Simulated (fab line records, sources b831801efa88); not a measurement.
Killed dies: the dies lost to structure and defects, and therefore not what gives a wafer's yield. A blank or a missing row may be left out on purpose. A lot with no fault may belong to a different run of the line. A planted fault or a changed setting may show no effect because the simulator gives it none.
Problem report, 8D (eight disciplines) form, completed by code -- flow sky130 -- the parts of the form that need people (team, actions taken, sign-off) are left out

== 1. THE PROBLEM ==
Mean of beam_energy_keV at SKY_NWELL_IMPLANT_24: 147.50 across 6 wafers in 2 lots; on wafers with no fault it is 140.01 (standard deviation 0.043). That is +99 or more standard deviations from the usual mean.
Seen first at day 9 10:13 on implanter-01, wafer L604.1. The record has a number at this step for 36 wafers belonging to 12 lots. Rule for "out" (also "out of limits"): further than 4 standard deviations from the usual mean. Any other wafer with a number is counted as sound.

== 2. WHAT IT IS, AND WHAT IT ISN'T ==
question,is,is not
which readings at this step,beam_energy_keV,beam_on_s
which lots,"L604, L606","L590, L591, L592, L593, L596, L597, L598, L601, L608, L610"
which wafers of those lots,all that have a number,-
read on which tools,implanter-01,"implanter-02, implanter-04"
when,from day 9 10:13,"up to then (24 sound wafers); but 6 sound wafers of L608, L610 came after"

== 3. SUSPECTS, AND WHAT RULES EACH OUT ==
Counting: any tool at a process step up to the reading is kept as a suspect provided that every lot that is out went through it and no sound lot did after the first of them.
- implanter-01 at SKY_NWELL_IMPLANT_24: kept. It ran every lot that is out, first L604 (day 9 10:13), and no sound lot after that; its last sound lot up to then is L601 (day 8 22:02). Its own beam_energy_keV readings are out on those wafers.
Left after counting: implanter-01 at SKY_NWELL_IMPLANT_24.

== 4. THE CAUSE (what the simulator had put in) ==
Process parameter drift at SKY_NWELL_IMPLANT_24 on implanter-01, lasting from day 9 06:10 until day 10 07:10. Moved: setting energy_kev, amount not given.
The count eliminated every tool but this one.

== 5. THE EFFECT CHAIN, in route order ==
Rows list readings where the struck wafers' mean (over those with a number) sits beyond 3 standard deviations from the usual. Readings are gone through only where the record gives a usual standard deviation; hours: the median, over the lots, of the time from a lot's start at the first step in this table giving one to that lot's start at this step; sigmas: the change measured in usual standard deviations.
hours,step,reading,usual,on struck wafers,change,sigmas
0,SKY_NWELL_IMPLANT_24,beam_energy_keV,140.01,147.50,+7.49,+99 or more
Process steps it contains:
- SKY_NWELL_IMPLANT_24

== 6. HOW IT WOULD HAVE BEEN CAUGHT EARLIER ==
In this record the first reading out of limits was taken at day 9 10:13, 4 hours after the fault began at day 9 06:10.
